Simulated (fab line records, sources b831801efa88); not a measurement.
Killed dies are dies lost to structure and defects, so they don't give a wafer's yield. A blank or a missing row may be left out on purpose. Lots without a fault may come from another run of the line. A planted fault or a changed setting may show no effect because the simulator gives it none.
Which tool did it? | flow sky130 | 13 lots, 38 wafers sampled, at 4 steps of a route of 708

WHAT THE GAUGES READ, wafer by wafer
SKY_SONOS_ONO_THK_MEAS_05. Usual: SONOS_ONO_CVD_04_THK 5.72 nm, standard deviation 0.1.
lot  | measured     | on            | SONOS_ONO_CVD_04_THK (nm) | flag
L539 | day 11 20:58 | film_metro-03 | 5.74 5.70 5.70            |
L540 | day 12 01:00 | film_metro-03 | 5.73 5.72 5.75            |
L541 | day 12 09:05 | film_metro-02 | 5.73 5.79 5.75            |
L544 | day 13 09:14 | film_metro-01 | 5.74 5.80 5.80            |
L545 | day 13 23:17 | film_metro-03 | 5.70 5.82 5.73            |
L547 | day 14 15:49 | film_metro-02 | 5.80 5.79 5.67            |
L548 | day 15 06:55 | film_metro-02 | 5.70 5.63 5.77            |
L549 | day 15 06:55 | film_metro-01 | 5.64 5.60 5.59            |
L551 | day 15 20:22 | film_metro-02 | 5.92 5.88 5.93            |
L552 | day 15 21:56 | film_metro-01 | 5.80 5.81 5.75            |
L556 | day 17 10:08 | film_metro-01 | 5.82 5.73                 |
L557 | day 17 14:59 | film_metro-01 | 5.51 5.54 5.56            |
L558 | day 18 00:34 | film_metro-02 | 5.52 5.43 5.54            |

SKY_POLY_GATE_CD_MEAS_13: target cd 150 nm. Usual: cd_nm 149.8 nm, standard deviation 1.2.
lot  | measured     | on        | cd_nm (nm)        | flag
L539 | day 16 15:11 | cd_sem-01 | 148.7 149.9 150.4 |
L540 | day 16 20:04 | cd_sem-02 | 150.9 149.5 149.5 |
L541 | day 17 07:19 | cd_sem-02 | 149.6 149.4 149.3 |
L544 | day 18 12:52 | cd_sem-01 | 149.8 150.1 150.7 |
L545 | day 19 03:28 | cd_sem-02 | 150.8 150.6 149.9 |
L547 | day 19 21:28 | cd_sem-01 | 139.3 138.5 139.3 | OFF
L548 | day 20 16:22 | cd_sem-01 | 149.7 151.4 150.4 |
L549 | day 20 14:23 | cd_sem-01 | 141.0 140.1 141.6 | OFF
L551 | day 21 04:04 | cd_sem-01 | 141.4 142.0 142.1 | OFF
L552 | day 21 05:36 | cd_sem-02 | 150.4 149.7 150.7 |
L556 | day 22 18:51 | cd_sem-02 | 150.5 150.6       |
L557 | day 23 04:34 | cd_sem-01 | 150.2 149.7 148.1 |
L558 | day 23 08:45 | cd_sem-02 | 149.9 150.6 151.4 |

WHICH TOOL RAN EACH LOT (tool, then ch and the chambers of the sampled wafers, then the start)
lot  | SKY_SONOS_ONO_ETCH_15              | SKY_POLY_GATE_EXPOSE_10
L539 | rie_diel-04 ch 0,1,2, day 12 21:07 | krf_scanner-01 ch 0, day 16 00:45
L540 | rie_diel-04 ch 0,1,2, day 13 01:31 | krf_scanner-02 ch 0, day 16 06:29
L541 | rie_diel-04 ch 1,2,3, day 13 10:02 | krf_scanner-01 ch 0, day 16 17:17
L544 | rie_diel-01 ch 0,1,3, day 14 11:46 | krf_scanner-01 ch 0, day 17 22:58
L545 | rie_diel-01 ch 0,1,3, day 15 01:44 | krf_scanner-02 ch 0, day 18 12:29
L547 | rie_diel-03 ch 0,1,3, day 15 18:49 | krf_scanner-02 ch 0, day 19 06:28
L548 | rie_diel-03 ch 2,3, day 16 10:53   | krf_scanner-01 ch 0, day 20 00:48
L549 | rie_diel-04 ch 0,2,3, day 16 11:28 | krf_scanner-02 ch 0, day 19 22:44
L551 | rie_diel-03 ch 1,2,3, day 17 01:17 | krf_scanner-02 ch 0, day 20 13:14
L552 | rie_diel-01 ch 1,2,3, day 17 02:22 | krf_scanner-01 ch 0, day 20 14:38
L556 | rie_diel-01 ch 1, day 18 15:37     | krf_scanner-01 ch 0, day 22 03:26
L557 | rie_diel-04 ch 0,2,3, day 18 20:31 | krf_scanner-01 ch 0, day 22 13:04
L558 | rie_diel-01 ch 0,2,3, day 19 05:32 | krf_scanner-01 ch 0, day 22 17:00
- SKY_SONOS_ONO_ETCH_15: etches the open film in CHF3/O2, target depth 19.52 nm, time 7.8 s.
- SKY_POLY_GATE_EXPOSE_10: exposes mask P1M, target cd 150 nm.

WHAT THE TOOLS THEMSELVES READ (means of the sampled wafers that have a number; where no wafer has one, the mark that the record gives instead)
SKY_SONOS_ONO_ETCH_15. Usual: drypump_motor_current_A 5.8 A, standard deviation 0.46; oes_product_au 0.995 a.u., standard deviation 0.013; throttle_valve_pct 8.823 %, standard deviation 0.01.
lot  | tool        | drypump_motor_current_A (A) | oes_product_au (a.u.) | throttle_valve_pct (%) | flag
L539 | rie_diel-04 | 6.0                         | 0.995                 | 8.827                  |
L540 | rie_diel-04 | 5.9                         | 0.999                 | 8.825                  |
L541 | rie_diel-04 | 5.5                         | 0.980                 | 8.830                  |
L544 | rie_diel-01 | 5.8                         | 1.010                 | 8.818                  |
L545 | rie_diel-01 | 5.8                         | 1.004                 | 8.834                  |
L547 | rie_diel-03 | 5.7                         | 0.997                 | 8.822                  |
L548 | rie_diel-03 | 6.2                         | 0.994                 | 8.822                  |
L549 | rie_diel-04 | 5.5                         | 0.989                 | 8.823                  |
L551 | rie_diel-03 | 5.9                         | 0.987                 | 8.821                  |
L552 | rie_diel-01 | 6.1                         | 1.002                 | 8.822                  |
L556 | rie_diel-01 | 6.2                         | 1.006                 | 8.820                  |
L557 | rie_diel-04 | 5.5                         | 0.986                 | 8.818                  |
L558 | rie_diel-01 | 5.8                         | 1.006                 | 8.831                  |

SKY_POLY_GATE_EXPOSE_10. Usual: exposure_dose_mJ_cm2 28.000, standard deviation 0.027.
lot  | tool           | exposure_dose_mJ_cm2 | flag
L539 | krf_scanner-01 | 27.998               |
L540 | krf_scanner-02 | 27.998               |
L541 | krf_scanner-01 | 28.010               |
L544 | krf_scanner-01 | 28.022               |
L545 | krf_scanner-02 | 27.994               |
L547 | krf_scanner-02 | 29.863               | OFF
L548 | krf_scanner-01 | 27.978               |
L549 | krf_scanner-02 | 29.478               | OFF
L551 | krf_scanner-02 | 29.474               | OFF
L552 | krf_scanner-01 | 28.006               |
L556 | krf_scanner-01 | 28.012               |
L557 | krf_scanner-01 | 28.008               |
L558 | krf_scanner-01 | 28.009               |

THE ANSWER, worked out from the rows above alone
Rule: a lot is off if the mean of its wafers that have a number lies more than 3 standard deviations from the usual mean. A lot without any number at a reading at which 4 lots or more have one is off too. The other lots that the step has rows for count as sound. The gauges are gone through in route order, then the tools' own readings, and for those a lot's mean is taken as printed above. The first step at which some lot is off is used, and at that step the reading that is off furthest; a lot without a number counts as furthest.
Off: L547, L549, L551, at SKY_POLY_GATE_CD_MEAS_13 (cd_nm).
A tool fits if, at a process step before that reading, it ran every lot that is off, and no sound lot after the first of them. The gauges at SKY_POLY_GATE_CD_MEAS_13 aren't tried: what is off there is off at SKY_POLY_GATE_EXPOSE_10 too, on other tools, and a gauge's error can't cause that. One fits: krf_scanner-02 at SKY_POLY_GATE_EXPOSE_10. Its last sound lot is L545 (day 18 12:29), its first lot that is off L547 (day 19 06:28): a fault that began between those two fits.
The tool's own readings at SKY_POLY_GATE_EXPOSE_10 bear it out: on the lots that are off they differ by more than 5 times the standard deviation of the sound lots' means. exposure_dose_mJ_cm2 reads 29.605 there against 28.003 on the sound lots.

WHAT THE SIMULATOR HAD PUT IN
Process parameter drift: krf_scanner-02, from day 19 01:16 on, at SKY_POLY_GATE_EXPOSE_10. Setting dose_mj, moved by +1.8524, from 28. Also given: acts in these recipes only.
Lots struck among those shown: L547, L549, L551. The rule above found the same.
